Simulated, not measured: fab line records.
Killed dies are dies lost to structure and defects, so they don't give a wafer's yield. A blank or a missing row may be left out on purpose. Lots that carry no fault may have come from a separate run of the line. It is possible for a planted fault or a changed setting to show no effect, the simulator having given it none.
The tool behind it: which one? ; flow sky130 ; 18 wafers sampled from 6 lots at 1 step of a route of 708

WHAT EACH GAUGE READ, for each wafer
SKY_FIELD_ISO_BOW_MEAS_00.
lot;measured;on;INCOMING_BOW (um)
L793;day 1 20:00;film-metro-03;3 -8 -6
L800;day 3 07:02;film-metro-03;11 -8 -11
L807;day 4 18:00;film-metro-04;-12 2 -10
L809;day 5 04:04;film-metro-04;1 -7 -2
L811;day 5 14:00;film-metro-02;2 2 -2
L814;day 6 05:00;film-metro-04;-5 -4 -8

EACH LOT AND THE TOOL THAT RAN IT (in order: tool; ch and the chambers of the sampled wafers; start)
Record: no process step prior to these readings.

THE ANSWER, worked out from the rows above alone
Rule: what is usual is taken from the lots themselves. Put in order of their means at a reading, lots are off if they are a third of the lots or fewer, leave a main group of 4 or more, and stand apart from it by a gap of 3 or more times the standard deviation of the main group's means; of several such gaps the widest counts. If all means in a main group match to the digits the tables above print for the reading, that group is not used. Also off: a lot with no number at a reading for which 4 or more lots have one. All remaining lots with rows at the step are treated as sound.
Across all readings shown, no lot is off: no conclusion can be drawn from this.

WHAT WAS PUT IN BY THE SIMULATOR
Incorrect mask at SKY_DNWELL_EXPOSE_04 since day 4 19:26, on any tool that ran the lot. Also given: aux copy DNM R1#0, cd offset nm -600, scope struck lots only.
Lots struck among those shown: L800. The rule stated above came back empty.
